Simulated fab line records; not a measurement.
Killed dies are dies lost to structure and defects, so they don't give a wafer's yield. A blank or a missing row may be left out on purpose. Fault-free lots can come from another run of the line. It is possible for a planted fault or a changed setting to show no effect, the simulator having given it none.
Problem report in the 8D (eight disciplines) form, filled by code + flow gf180mcu + the parts of the form that need people (team, actions taken, sign-off) are left out

## 1. PROBLEM STATEMENT
chamberPressurePa at GF_M4_SPUTTER_04 reads a mean of 0.5436 Pa on 6 wafers of 2 lots; wafers without a fault read 0.4000 Pa with a standard deviation of 0.00079. That is +99 or more standard deviations from the usual mean.
The step: material TiN, target thk 50 nm, time 41.7 s.
First observed at day 28 22:49: wafer L472.4, on pvdSputter-04. The record holds 18 wafers of 6 lots with a number at this step. The rule behind "out" and "out of limits": a value lying over 4 standard deviations away from the usual mean. The rest of the wafers with a number are treated as sound.

## 2. WHAT IT IS AND WHAT IT IS NOT
| question                    | is                                  | is not                       |
|-----------------------------|-------------------------------------|------------------------------|
| which readings at this step | chamberPressurePa, throttleValvePct | -                            |
| which lots                  | L472, L473                          | L454, L455, L457, L463       |
| which wafers of those lots  | all that have a number              | -                            |
| read on which tools         | pvdSputter-04                       | pvdSputter-03                |
| when                        | from day 28 22:49                   | up to then (12 sound wafers) |

## 3. THE SUSPECTS, EACH WITH WHAT RULES IT OUT
Counting: a tool at any process step up to the reading remains a suspect when it ran all the lots that are out and ran no sound lot after the first of those.
- pvdSputter-04 at GF_M4_SPUTTER_02 (material AlCu, target thk 450 nm, time 23.9 s): kept. Every lot that is out went through it, starting with L472 (day 28 22:46), and after that it ran no sound lot; the last sound lot it ran before then is L454 (day 23 03:11).
- pvdSputter-04 at GF_M4_SPUTTER_03 (material Ti, target thk 10 nm, time 6.7 s): kept. Every lot that is out went through it, starting with L472 (day 28 22:48), and after that it ran no sound lot; the last sound lot it ran before then is L454 (day 23 03:13).
- pvdSputter-04 at GF_M4_SPUTTER_04 (material TiN, target thk 50 nm, time 41.7 s): kept. Every lot that is out went through it, starting with L472 (day 28 22:49), and after that it ran no sound lot; the last sound lot it ran before then is L454 (day 23 03:14). Out on those wafers are its own readings of chamberPressurePa, throttleValvePct.
Still standing after the count: pvdSputter-04 at GF_M4_SPUTTER_02, pvdSputter-04 at GF_M4_SPUTTER_03, pvdSputter-04 at GF_M4_SPUTTER_04.

## 4. THE CAUSE (what the simulator had put in)
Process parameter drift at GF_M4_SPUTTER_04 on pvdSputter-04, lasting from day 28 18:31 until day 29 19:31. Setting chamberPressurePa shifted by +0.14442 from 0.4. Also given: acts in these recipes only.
Counting leaves 3 suspects; this tool is one of them.

## 5. SEQUENCE OF EFFECTS, ordered by route
Rows list readings where the struck wafers' mean (over those with a number) sits beyond 3 standard deviations from the usual. Only readings for which the record gives a usual standard deviation are gone through. hours: the time from each lot's start at the first step in this table that gives one to its start at this step, as a median over the lots. sigmas: the change in usual standard deviations.
| hours | step             | reading           | usual     | on struck wafers | change  | sigmas      |
|-------|------------------|-------------------|-----------|------------------|---------|-------------|
| 0     | GF_M4_SPUTTER_04 | chamberPressurePa | 0.4000 Pa | 0.5436           | +0.1436 | +99 or more |
| 0     | GF_M4_SPUTTER_04 | throttleValvePct  | 29.4 %    | 25.0             | -4.4    | -5.2        |
Its process steps:
- GF_M4_SPUTTER_04: material TiN, target thk 50 nm, time 41.7 s.
Later steps that measure or inspect, where all struck wafers having a row at the step show a number for every such reading and not one has moved that far: GF_M4_RS_MEAS_05, GF_M4_THK_MEAS_06, GF_M4_CD_MEAS_14, GF_M4_OVL_MEAS_15, GF_V4_THK_MEAS_01, GF_V4_THK_MEAS_03, GF_V4_BOW_MEAS_05.

## 6. HOW IT WOULD HAVE BEEN CAUGHT EARLIER
In this record no reading fell out of limits until day 28 22:49, 4 hours after the fault had begun at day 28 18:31.
